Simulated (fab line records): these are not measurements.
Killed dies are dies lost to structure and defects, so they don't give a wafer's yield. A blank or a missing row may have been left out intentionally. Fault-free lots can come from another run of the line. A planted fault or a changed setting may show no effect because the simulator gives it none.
Which of the tools did it? / flow gf180mcu / 36 wafers from 12 lots sampled at 3 of the route's 602 steps

## WHAT THE GAUGES SHOWED, per wafer
GF_V2_THK_MEAS_01. Usual: V2_CVD_00_THK typically reads 599 nm, with standard deviation 7.2.
lot=L388; measured=day 19 02:42; on=film_metro-03; V2_CVD_00_THK (nm)=616 593 612; flag=
lot=L390; measured=day 20 02:38; on=film_metro-02; V2_CVD_00_THK (nm)=603 580 578; flag=
lot=L391; measured=day 20 19:20; on=film_metro-04; V2_CVD_00_THK (nm)=613 603 609; flag=
lot=L394; measured=day 21 17:37; on=film_metro-04; V2_CVD_00_THK (nm)=601 596 593; flag=
lot=L398; measured=day 23 05:43; on=film_metro-02; V2_CVD_00_THK (nm)=598 606 589; flag=
lot=L399; measured=day 23 09:00; on=film_metro-02; V2_CVD_00_THK (nm)=596 593 606; flag=
lot=L404; measured=day 25 01:09; on=film_metro-04; V2_CVD_00_THK (nm)=597 607 600; flag=
lot=L405; measured=day 25 15:52; on=film_metro-03; V2_CVD_00_THK (nm)=588 592 597; flag=
lot=L408; measured=day 26 05:02; on=film_metro-04; V2_CVD_00_THK (nm)=594 575 595; flag=
lot=L409; measured=day 26 15:56; on=film_metro-04; V2_CVD_00_THK (nm)=600 600 593; flag=
lot=L410; measured=day 26 21:53; on=film_metro-03; V2_CVD_00_THK (nm)=595 596 598; flag=
lot=L411; measured=day 27 08:35; on=film_metro-04; V2_CVD_00_THK (nm)=599 599 602; flag=

## TOOL THAT RAN EACH LOT (tool first, then ch and the chambers of the sampled wafers, then the start)
lot=L388; GF_V1_STRIP_18=plasma_asher-02 ch 0,1, day 18 00:25; GF_M2_SPUTTER_01=pvd_sputter-02, day 18 01:43
lot=L390; GF_V1_STRIP_18=plasma_asher-04 ch 0,1, day 18 23:44; GF_M2_SPUTTER_01=pvd_sputter-02, day 19 01:04
lot=L391; GF_V1_STRIP_18=plasma_asher-02 ch 0,1, day 19 16:58; GF_M2_SPUTTER_01=pvd_sputter-02, day 19 18:18
lot=L394; GF_V1_STRIP_18=plasma_asher-03 ch 0,1, day 20 15:18; GF_M2_SPUTTER_01=pvd_sputter-03, day 20 16:37
lot=L398; GF_V1_STRIP_18=plasma_asher-04 ch 0,1, day 22 04:10; GF_M2_SPUTTER_01=pvd_sputter-03, day 22 05:51
lot=L399; GF_V1_STRIP_18=plasma_asher-02 ch 0,1, day 22 07:11; GF_M2_SPUTTER_01=pvd_sputter-01, day 22 08:37
lot=L404; GF_V1_STRIP_18=plasma_asher-03 ch 0,1, day 24 01:45; GF_M2_SPUTTER_01=pvd_sputter-01, day 24 03:05
lot=L405; GF_V1_STRIP_18=plasma_asher-03 ch 0,1, day 24 16:01; GF_M2_SPUTTER_01=pvd_sputter-02, day 24 17:21
lot=L408; GF_V1_STRIP_18=plasma_asher-04 ch 0,1, day 25 05:19; GF_M2_SPUTTER_01=pvd_sputter-02, day 25 06:38
lot=L409; GF_V1_STRIP_18=plasma_asher-03 ch 0,1, day 25 17:11; GF_M2_SPUTTER_01=pvd_sputter-01, day 25 18:30
lot=L410; GF_V1_STRIP_18=plasma_asher-02 ch 0,1, day 25 22:44; GF_M2_SPUTTER_01=pvd_sputter-01, day 26 00:04
lot=L411; GF_V1_STRIP_18=plasma_asher-03 ch 0,1, day 26 11:08; GF_M2_SPUTTER_01=pvd_sputter-02, day 26 12:29
- GF_V1_STRIP_18: strips in O2/N2.
- GF_M2_SPUTTER_01: material TiN, target thk 30 nm, time 25 s.

## WHAT THE TOOLS THEMSELVES READ (means of the sampled wafers that have a number; where no wafer has one, the mark that the record gives instead)
GF_V1_STRIP_18. Usual: chamber_pressure_mTorr 1433.0 mTorr, standard deviation 1.3; drypump_motor_current_A 5.8 A, standard deviation 0.56; heater_power_w 306 W, standard deviation 17; o2_flow_sccm 3000 sccm, standard deviation 9.3; oes_product_au 0.593 a.u., standard deviation 0.0048.
lot=L388; tool=plasma_asher-02; chamber_pressure_mTorr (mTorr)=1434.2; drypump_motor_current_A (A)=6.1; heater_power_w (W)=304; o2_flow_sccm (sccm)=3006; oes_product_au (a.u.)=0.589; flag=
lot=L390; tool=plasma_asher-04; chamber_pressure_mTorr (mTorr)=1433.1; drypump_motor_current_A (A)=5.7; heater_power_w (W)=314; o2_flow_sccm (sccm)=2995; oes_product_au (a.u.)=0.592; flag=
lot=L391; tool=plasma_asher-02; chamber_pressure_mTorr (mTorr)=1433.1; drypump_motor_current_A (A)=6.1; heater_power_w (W)=306; o2_flow_sccm (sccm)=3004; oes_product_au (a.u.)=0.592; flag=
lot=L394; tool=plasma_asher-03; chamber_pressure_mTorr (mTorr)=1435.2; drypump_motor_current_A (A)=5.4; heater_power_w (W)=283; o2_flow_sccm (sccm)=3005; oes_product_au (a.u.)=0.592; flag=
lot=L398; tool=plasma_asher-04; chamber_pressure_mTorr (mTorr)=1432.2; drypump_motor_current_A (A)=5.5; heater_power_w (W)=310; o2_flow_sccm (sccm)=3008; oes_product_au (a.u.)=0.594; flag=
lot=L399; tool=plasma_asher-02; chamber_pressure_mTorr (mTorr)=1433.3; drypump_motor_current_A (A)=6.1; heater_power_w (W)=304; o2_flow_sccm (sccm)=3004; oes_product_au (a.u.)=0.596; flag=
lot=L404; tool=plasma_asher-03; chamber_pressure_mTorr (mTorr)=1433.3; drypump_motor_current_A (A)=5.4; heater_power_w (W)=286; o2_flow_sccm (sccm)=2996; oes_product_au (a.u.)=0.591; flag=
lot=L405; tool=plasma_asher-03; chamber_pressure_mTorr (mTorr)=1432.7; drypump_motor_current_A (A)=5.4; heater_power_w (W)=284; o2_flow_sccm (sccm)=3004; oes_product_au (a.u.)=0.595; flag=
lot=L408; tool=plasma_asher-04; chamber_pressure_mTorr (mTorr)=1433.3; drypump_motor_current_A (A)=5.7; heater_power_w (W)=314; o2_flow_sccm (sccm)=3003; oes_product_au (a.u.)=0.591; flag=
lot=L409; tool=plasma_asher-03; chamber_pressure_mTorr (mTorr)=1433.0; drypump_motor_current_A (A)=6.0; heater_power_w (W)=294; o2_flow_sccm (sccm)=2995; oes_product_au (a.u.)=0.588; flag=
lot=L410; tool=plasma_asher-02; chamber_pressure_mTorr (mTorr)=1433.6; drypump_motor_current_A (A)=6.3; heater_power_w (W)=314; o2_flow_sccm (sccm)=2994; oes_product_au (a.u.)=0.589; flag=
lot=L411; tool=plasma_asher-03; chamber_pressure_mTorr (mTorr)=1432.5; drypump_motor_current_A (A)=5.4; heater_power_w (W)=282; o2_flow_sccm (sccm)=3000; oes_product_au (a.u.)=0.589; flag=

GF_M2_SPUTTER_01. Usual: throttle_valve_pct at 30.1 %, with a standard deviation of 0.82.
lot=L388; tool=pvd_sputter-02; throttle_valve_pct (%)=29.8; flag=
lot=L390; tool=pvd_sputter-02; throttle_valve_pct (%)=29.7; flag=
lot=L391; tool=pvd_sputter-02; throttle_valve_pct (%)=29.8; flag=
lot=L394; tool=pvd_sputter-03; throttle_valve_pct (%)=31.4; flag=
lot=L398; tool=pvd_sputter-03; throttle_valve_pct (%)=30.5; flag=
lot=L399; tool=pvd_sputter-01; throttle_valve_pct (%)=29.8; flag=
lot=L404; tool=pvd_sputter-01; throttle_valve_pct (%)=30.1; flag=
lot=L405; tool=pvd_sputter-02; throttle_valve_pct (%)=29.7; flag=
lot=L408; tool=pvd_sputter-02; throttle_valve_pct (%)=29.6; flag=
lot=L409; tool=pvd_sputter-01; throttle_valve_pct (%)=29.5; flag=
lot=L410; tool=pvd_sputter-01; throttle_valve_pct (%)=29.7; flag=
lot=L411; tool=pvd_sputter-02; throttle_valve_pct (%)=29.9; flag=

## THE ANSWER, worked out from the rows above alone
Rule: lot off if the mean of its wafers having a number is beyond 3 standard deviations from the usual mean. A lot without any number at a reading at which 4 lots or more have one is off too. The other lots that the step has rows for count as sound. After the gauges, taken in route order, come the tools' own readings; for these a lot's mean is taken, as printed above. The first step at which some lot is off is used, and at that step the reading that is off furthest; a lot without a number counts as furthest.
None of the lots is off at any reading shown; this tells nothing.

## WHAT THE SIMULATOR HAD PUT IN
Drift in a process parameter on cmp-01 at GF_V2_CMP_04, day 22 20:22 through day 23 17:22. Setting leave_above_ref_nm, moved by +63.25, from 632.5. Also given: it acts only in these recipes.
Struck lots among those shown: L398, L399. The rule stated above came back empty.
